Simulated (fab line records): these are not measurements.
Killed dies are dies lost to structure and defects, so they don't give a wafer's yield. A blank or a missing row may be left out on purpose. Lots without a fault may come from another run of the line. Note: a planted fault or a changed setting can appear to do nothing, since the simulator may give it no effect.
Shared-tool check -- flow gf180mcu -- 11 lots, 33 wafers sampled

## WHAT PROMPTED THE OPENING
2 of 11 lots carry a flag on the reading NSD_TW at GF_NSD_TW_MEAS_12. Fault-free wafers read 4249, with a standard deviation of 42.
Rule: a lot is flagged in two cases, either no wafer of it has a number, or all its wafers with numbers fall more than 4 standard deviations from that mean. The rest of the lots are taken to be sound.

lot,measured,on,"NSD_TW, wafer by wafer",flag
L105,day 14 13:46,film-metro-04,4323 4296 4295,
L106,day 14 21:23,film-metro-01,4251 4288 4269,
L107,day 15 02:13,film-metro-03,4209 4216 4207,
L108,day 15 15:22,film-metro-01,4290 4282 4278,
L109,day 15 19:44,film-metro-03,4220 4223 4195,
L110,day 15 23:35,film-metro-03,3833 3821 3835,FLAGGED
L111,day 16 12:14,film-metro-01,3867 3865 3877,FLAGGED
L119,day 19 03:47,film-metro-04,4284 4302 4292,
L122,day 20 08:44,film-metro-03,4202 4231 4224,
L123,day 20 10:37,film-metro-04,4314 4288 4293,
L125,day 21 13:50,film-metro-03,4181 4187 4214,
On average the flagged lots' numbers are 3850, which is -399 against the usual, or -10 standard deviations.

## WHICH TOOL RAN EACH LOT
The record holds 2 process steps before the reading, out of a route of 602 steps. Each cell gives the tool, then ch followed by the chambers the sampled wafers passed through, then the start.
lot,flag,GF_NSD_IMPLANT_09,GF_NSD_STRIP_11
L105,,"implanter-04 ch 0, day 14 13:22","plasma-asher-03 ch 0,1, day 14 13:40"
L106,,"implanter-01 ch 0, day 14 20:59","plasma-asher-02 ch 0,1, day 14 21:17"
L107,,"implanter-03 ch 0, day 15 01:49","plasma-asher-03 ch 0,1, day 15 02:07"
L108,,"implanter-01 ch 0, day 15 14:59","plasma-asher-03 ch 0,1, day 15 15:16"
L109,,"implanter-04 ch 0, day 15 19:20","plasma-asher-02 ch 0, day 15 19:38"
L110,FLAGGED,"implanter-01 ch 0, day 15 23:12","plasma-asher-03 ch 0,1, day 15 23:28"
L111,FLAGGED,"implanter-01 ch 0, day 16 11:51","plasma-asher-03 ch 0,1, day 16 12:08"
L119,,"implanter-04 ch 0, day 19 03:24","plasma-asher-04 ch 0,1, day 19 03:40"
L122,,"implanter-04 ch 0, day 20 08:20","plasma-asher-04 ch 0,1, day 20 08:38"
L123,,"implanter-04 ch 0, day 20 10:13","plasma-asher-02 ch 0,1, day 20 10:31"
L125,,"implanter-03 ch 0, day 21 13:27","plasma-asher-04 ch 0,1, day 21 13:43"
These steps, and what they do:
- GF_NSD_IMPLANT_09
- GF_NSD_STRIP_11: strips in O2/N2.
- GF_NSD_TW_MEAS_12

## FLAGGED AGAINST TOTAL, ONE TOOL AT A TIME (gauges that did the reading follow at the end)
step,tool,lots run,flagged,share of the flagged lots,sound lots run after its first flagged lot
GF_NSD_IMPLANT_09,implanter-01,4,2,all,0
GF_NSD_IMPLANT_09,implanter-03,2,0,none,-
GF_NSD_IMPLANT_09,implanter-04,5,0,none,-
GF_NSD_STRIP_11,plasma-asher-02,3,0,none,-
GF_NSD_STRIP_11,plasma-asher-03,5,2,all,0
GF_NSD_STRIP_11,plasma-asher-04,3,0,none,-
GF_NSD_TW_MEAS_12,film-metro-01,3,1,some,0
GF_NSD_TW_MEAS_12,film-metro-03,5,1,some,"2 (L122,L125)"
GF_NSD_TW_MEAS_12,film-metro-04,3,0,none,-

## WHAT IS ALLOWED BY THE TABLE
Rows of the table that ran all the flagged lots, 2 in number: implanter-01 at GF_NSD_IMPLANT_09; plasma-asher-03 at GF_NSD_STRIP_11.
- implanter-01 at GF_NSD_IMPLANT_09: 2 of its 4 lots flagged. Last sound lot L108 at day 15 14:59, first flagged lot L110 at day 15 23:12; a fault beginning in between fits. Its own readings lie more than 4 standard deviations out on every wafer of the flagged lots: dose-ions-cm2, faraday-current-uA.
- plasma-asher-03 at GF_NSD_STRIP_11: 2 of its 5 lots flagged. Last sound lot L108 at day 15 15:16, first flagged lot L110 at day 15 23:28; a fault beginning in between fits. Its own readings lie more than 4 standard deviations out on every wafer of the flagged lots: oes-product-au, strip-time-to-endpoint-s.
Counting lots can't tell these 2 tools apart, because each fits a fault that began at some hour. More lots, or a look at what each step does to the wafer, might.

## WHAT THE SIMULATOR HAD PUT IN
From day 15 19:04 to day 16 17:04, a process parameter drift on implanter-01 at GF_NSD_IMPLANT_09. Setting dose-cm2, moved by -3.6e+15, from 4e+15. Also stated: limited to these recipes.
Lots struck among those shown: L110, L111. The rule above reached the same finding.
